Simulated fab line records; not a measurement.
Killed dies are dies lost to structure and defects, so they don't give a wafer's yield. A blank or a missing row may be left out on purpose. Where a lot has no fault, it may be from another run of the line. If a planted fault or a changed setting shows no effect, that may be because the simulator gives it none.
A lot that was struck, set against a sound lot :: flow sky130 :: 21 steps out of a route of 708
Sound: the wafers L422.2, L422.4, L422.6. The struck wafers were L434.1, L434.4, L434.5. Last of all comes the cause.
Each step with rows lists, per side, the tool, then ch with its chambers, then its first start. Under that, the readings that differ: sound wafers :: struck wafers :: difference of the means :: sigmas: that difference in standard deviations of wafers without a fault.
alike: same words and numbers on both sides, and readings whose means sit less than 2 such deviations apart. not compared: any withheld reading, any reading some wafer has no value for, any bound like >300 that may hide the same value, and any number with overlapping values for which the record gives no deviation.
A row with sigmas, a row that says differs or no value, or rows on one side alone: a step with any of these is where the two part. Numbers that don't overlap but have no deviation are shown without sigmas and don't part them. Lack of a reading on every wafer of one side parts them only where that side has two or more wafers.

SKY_PASSIVATION_THK_MEAS_03:
  sound on film metro-01 at day 46 21:13; struck on film metro-01 at day 49 04:35
  alike: PASSIVATION_CVD_02_THK
then, 7 steps without rows for these wafers: SKY_PASSIVATION_DEHYDRATE_04 (time 60 s); SKY_PASSIVATION_HMDS_05 (prime time 60 s); SKY_PASSIVATION_COAT_06 (resist thk 3000 nm); SKY_PASSIVATION_SOFTBAKE_07; SKY_PASSIVATION_EXPOSE_08 (exposes mask NSM, target cd 3000 nm); SKY_PASSIVATION_PEB_09; SKY_PASSIVATION_DEVELOP_10 (develop time 60 s).
SKY_PASSIVATION_ETCH_11: etches the open film in CF4/O2, stops on AlCu, target depth 725 nm, time 161.1 s.
  sound on rie diel-02 ch 0,3, day 47 17:16; struck on rie diel-04 ch 0,1,2, day 49 21:31
  alike: drypump motor current A, oes product au, throttle valve pct
  not compared: rf hours counter h
SKY_PASSIVATION_STRIP_12: strips in O2/N2.
  sound on plasma asher-02 ch 1, day 47 17:22; struck on plasma asher-02 ch 0, day 49 21:37
  alike: drypump motor current A, oes product au, strip time to endpoint s
  not compared: rf hours counter h
then, 2 steps without rows for these wafers: SKY_PAD_OPEN_DEHYDRATE_00 (time 60 s); SKY_PAD_OPEN_HMDS_01 (prime time 60 s).
SKY_PAD_OPEN_COAT_02: resist thk 3000 nm.
  sound on litho track-02 ch 0, day 48 03:05; struck on litho track-02 ch 0, day 50 05:28
reading: spin speed rpm (rpm)
sound: 2000.1 2001.4 1999.7
struck: 2094.1 2092.8 2092.6
difference: +92.8
sigmas: +77

reading: model.coat_of_PAD_OPEN_COAT_02.thk nm (nm)
sound: 3001 2999 2997
struck: 2945 2937 2941
difference: -58
sigmas: 
then, 3 steps without rows for these wafers: SKY_PAD_OPEN_SOFTBAKE_03; SKY_PAD_OPEN_EXPOSE_04 (exposes mask PDM, target cd 60000 nm); SKY_PAD_OPEN_PEB_05.
SKY_PAD_OPEN_DEVELOP_06: develop time 60 s.
  sound on litho track-02 ch 0; struck on litho track-01 ch 0
reading: model.coat_of_PAD_OPEN_COAT_02.thk nm (nm)
sound: 3000 2998 2996
struck: 2944 2936 2940
difference: -58
sigmas: 
SKY_PAD_OPEN_ETCH_07: etches the open film in CF4/O2, stops on AlCu, target depth 725 nm, time 161.1 s.
  sound on rie diel-03 ch 0,3, day 48 12:25; struck on rie diel-01 ch 1,2,3, day 50 13:34
  alike: drypump motor current A, oes product au, throttle valve pct
  not compared: rf hours counter h
SKY_PAD_OPEN_STRIP_08: strips in O2/N2.
  sound on plasma asher-01 ch 0, day 48 12:31; struck on plasma asher-01 ch 0, day 50 13:40
reading: strip time to endpoint s (s)
sound: 37.07 37.04 37.02
struck: 36.45 36.34 36.38
difference: -0.65
sigmas: -7
  alike: drypump motor current A, oes product au
  not compared: rf hours counter h
then, 2 steps without rows for these wafers: SKY_PAD_OPEN_STRIP_09 (strips in post etch residue remover, time 1200 s); SKY_PAD_OPEN_PROBE_99.

WHERE THEY PART
First at SKY_PAD_OPEN_COAT_02; last, within this record, at SKY_PAD_OPEN_STRIP_08.

WHY: what had been put in by the simulator
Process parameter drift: litho track-02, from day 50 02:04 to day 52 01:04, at SKY_PAD_OPEN_COAT_02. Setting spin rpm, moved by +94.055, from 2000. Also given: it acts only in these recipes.
